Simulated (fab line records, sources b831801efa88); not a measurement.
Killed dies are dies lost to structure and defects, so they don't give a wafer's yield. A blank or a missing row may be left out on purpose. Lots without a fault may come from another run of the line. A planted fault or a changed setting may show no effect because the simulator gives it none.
Which tool did it? | flow gf180mcu | 14 lots, 42 wafers sampled, at 5 steps of a route of 602

WHAT THE GAUGES READ, wafer by wafer
GF_DNWELL_TW_MEAS_09. Usual: DNWELL_TW 1365, standard deviation 16.
lot  | measured    | on            | DNWELL_TW                     | flag
L761 | day 2 20:04 | film_metro-02 | 1368 1365 1363                |
L762 | day 3 02:08 | film_metro-04 | 1340 1339 1347                |
L763 | day 3 06:34 | film_metro-02 | 1373 1368 1370                |
L764 | day 3 10:16 | film_metro-04 | 1360 1348 1359                |
L765 | day 3 17:22 | film_metro-02 | 1371 1374 1374                |
L768 | day 4 07:10 | film_metro-02 | 1380 1381 1384                |
L770 | day 4 20:38 | film_metro-03 | 1361 1358 1352                |
L772 | day 5 05:34 | film_metro-02 | 1387 1375 1380                |
L773 | day 5 12:16 | film_metro-04 | 1354 1364 1367                |
L774 | day 5 15:43 | film_metro-02 | 1378 1379 1383                |
L778 | day 6 12:05 | film_metro-03 | 1355 1356 1354                |
L779 | day 6 17:34 | film_metro-02 | 1552 1550 1554 1561 1559 1563 | OFF
L780 | day 6 23:58 | film_metro-03 | 1349 1357 1363                |
L781 | day 7 04:28 | film_metro-04 | 1517 1526 1509 1519 1526 1525 | OFF

GF_NWELL_OVL_MEAS_07. Usual: NWELL_OVL -0.3 nm, standard deviation 1.4.
lot  | measured    | on         | NWELL_OVL (nm) | flag
L761 | day 3 08:10 | overlay-02 | -1.3 -1.0 -0.2 |
L762 | day 3 14:53 | overlay-02 | -1.4 -1.5 1.4  |
L763 | day 3 19:55 | overlay-01 | 1.9 3.3 0.9    |
L764 | day 3 23:13 | overlay-01 | -0.7 2.2 -0.8  |
L765 | day 4 06:34 | overlay-01 | -0.6 0.3 -0.5  |
L768 | day 4 20:37 | overlay-01 | -0.4 -0.5 0.3  |
L770 | day 5 11:02 | overlay-01 | -2.6 -3.1 -1.9 |
L772 | day 5 20:19 | overlay-01 | -0.6 -2.3 -5.3 |
L773 | day 6 03:25 | overlay-02 | 0.3 0.8 -0.6   |
L774 | day 6 06:34 | overlay-01 | 1.9 0.6 0.0    |
L778 | day 7 03:46 | overlay-02 | -1.2 -3.1 -1.7 |
L779 | day 7 09:25 | overlay-02 | 0.5 0.8 1.7    |
L780 | day 7 15:19 | overlay-01 | -1.5 -1.1 1.6  |
L781 | day 7 21:10 | overlay-02 | 0.2 0.8 -3.1   |

GF_NWELL_TW_MEAS_11. Usual: NWELL_TW 1590, standard deviation 17.
lot  | measured    | on            | NWELL_TW       | flag
L761 | day 3 08:36 | film_metro-02 | 1598 1597 1594 |
L762 | day 3 15:19 | film_metro-02 | 1596 1600 1602 |
L763 | day 3 20:21 | film_metro-04 | 1559 1563 1566 |
L764 | day 3 23:39 | film_metro-04 | 1573 1570 1560 |
L765 | day 4 07:00 | film_metro-02 | 1602 1603 1609 |
L768 | day 4 21:03 | film_metro-02 | 1614 1615 1605 |
L770 | day 5 11:28 | film_metro-04 | 1589 1589 1589 |
L772 | day 5 20:45 | film_metro-02 | 1606 1617 1607 |
L773 | day 6 03:51 | film_metro-02 | 1622 1611 1617 |
L774 | day 6 07:00 | film_metro-02 | 1607 1605 1612 |
L778 | day 7 04:13 | film_metro-01 | 1578 1568 1574 |
L779 | day 7 09:51 | film_metro-01 | 1560 1569 1571 |
L780 | day 7 15:46 | film_metro-04 | 1578 1579 1572 |
L781 | day 7 21:36 | film_metro-02 | 1608 1604 1595 |

GF_VT_IMPLANT_OVL_MEAS_18. Usual: VT_IMPLANT_01_OVL -0.6 nm, standard deviation 1.3.
lot  | measured     | on         | VT_IMPLANT_01_OVL (nm) | flag
L761 | day 6 06:31  | overlay-02 | -1.2 -1.0 -1.5         |
L762 | day 6 14:17  | overlay-02 | -0.1 0.1 1.8           |
L763 | day 6 20:37  | overlay-02 | -1.2 -1.2 -0.7         |
L764 | day 6 22:37  | overlay-02 | -0.7 -0.1 -0.1         |
L765 | day 7 07:01  | overlay-02 | -1.6 -0.9 -1.2         |
L768 | day 8 00:22  | overlay-02 | -0.3 -1.1 -0.1         |
L770 | day 8 16:44  | overlay-01 | 0.7 0.7 1.2            |
L772 | day 9 05:13  | overlay-01 | 1.3 0.2 1.1            |
L773 | day 9 12:46  | overlay-01 | -1.7 -0.8 -2.2         |
L774 | day 9 15:19  | overlay-02 | -0.1 0.9 -2.8          |
L778 | day 10 16:19 | overlay-02 | 1.1 1.2 1.8            |
L779 | day 10 21:31 | overlay-02 | 0.2 0.2 -0.4           |
L780 | day 11 05:01 | overlay-01 | -1.8 1.2 0.6           |
L781 | day 11 13:40 | overlay-01 | 0.2 0.1 0.3            |

WHICH TOOL RAN EACH LOT (tool, then ch and the chambers of the sampled wafers, then the start)
lot  | GF_DNWELL_IMPLANT_07
L761 | implanter-02 ch 0, day 2 19:49
L762 | implanter-02 ch 0, day 3 01:52
L763 | implanter-01 ch 0, day 3 06:19
L764 | implanter-01 ch 0, day 3 10:01
L765 | implanter-02 ch 0, day 3 17:07
L768 | implanter-04 ch 0, day 4 06:46
L770 | implanter-02 ch 0, day 4 20:25
L772 | implanter-02 ch 0, day 5 05:16
L773 | implanter-01 ch 0, day 5 12:01
L774 | implanter-04 ch 0, day 5 15:28
L778 | implanter-01 ch 0, day 6 11:50
L779 | implanter-04 ch 0, day 6 17:19
L780 | implanter-01 ch 0, day 6 23:44
L781 | implanter-04 ch 0, day 7 04:13
- GF_DNWELL_IMPLANT_07

WHAT THE TOOLS THEMSELVES READ (means of the sampled wafers that have a number; where no wafer has one, the mark that the record gives instead)
GF_DNWELL_IMPLANT_07. Usual: tilt_deg -0.001 degrees, standard deviation 0.019.
lot  | tool         | tilt_deg (degrees) | flag
L761 | implanter-02 | -0.005             |
L762 | implanter-02 | 0.023              |
L763 | implanter-01 | -0.039             |
L764 | implanter-01 | -0.005             |
L765 | implanter-02 | 0.027              |
L768 | implanter-04 | 0.010              |
L770 | implanter-02 | -0.041             |
L772 | implanter-02 | 0.009              |
L773 | implanter-01 | -0.000             |
L774 | implanter-04 | 0.001              |
L778 | implanter-01 | 0.012              |
L779 | implanter-04 | 6.438              | OFF
L780 | implanter-01 | -0.020             |
L781 | implanter-04 | 6.436              | OFF

THE ANSWER, worked out from the rows above alone
Rule: a lot is off if the mean of its wafers that have a number lies more than 3 standard deviations from the usual mean. A lot without any number at a reading at which 4 lots or more have one is off too. The other lots that the step has rows for count as sound. The gauges are gone through in route order, then the tools' own readings, and for those a lot's mean is taken as printed above. The first step at which some lot is off is used, and at that step the reading that is off furthest; a lot without a number counts as furthest.
Off: L779, L781, at GF_DNWELL_TW_MEAS_09 (DNWELL_TW).
A tool fits if, at a process step before that reading, it ran every lot that is off, and no sound lot after the first of them. The gauges at GF_DNWELL_TW_MEAS_09 aren't tried: what is off there is off at GF_DNWELL_IMPLANT_07 too, on other tools, and a gauge's error can't cause that. One fits: implanter-04 at GF_DNWELL_IMPLANT_07. Its last sound lot is L774 (day 5 15:28), its first lot that is off L779 (day 6 17:19): a fault that began between those two fits.
The tool's own readings at GF_DNWELL_IMPLANT_07 bear it out: on the lots that are off they differ by more than 5 times the standard deviation of the sound lots' means. tilt_deg reads 6.437 degrees there against -0.002 degrees on the sound lots.

WHAT THE SIMULATOR HAD PUT IN
Process parameter drift: implanter-04, from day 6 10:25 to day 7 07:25, at GF_DNWELL_IMPLANT_07. Setting tilt_deg, moved by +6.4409, from 0. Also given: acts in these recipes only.
Lots struck among those shown: L779, L781. The rule above found the same.
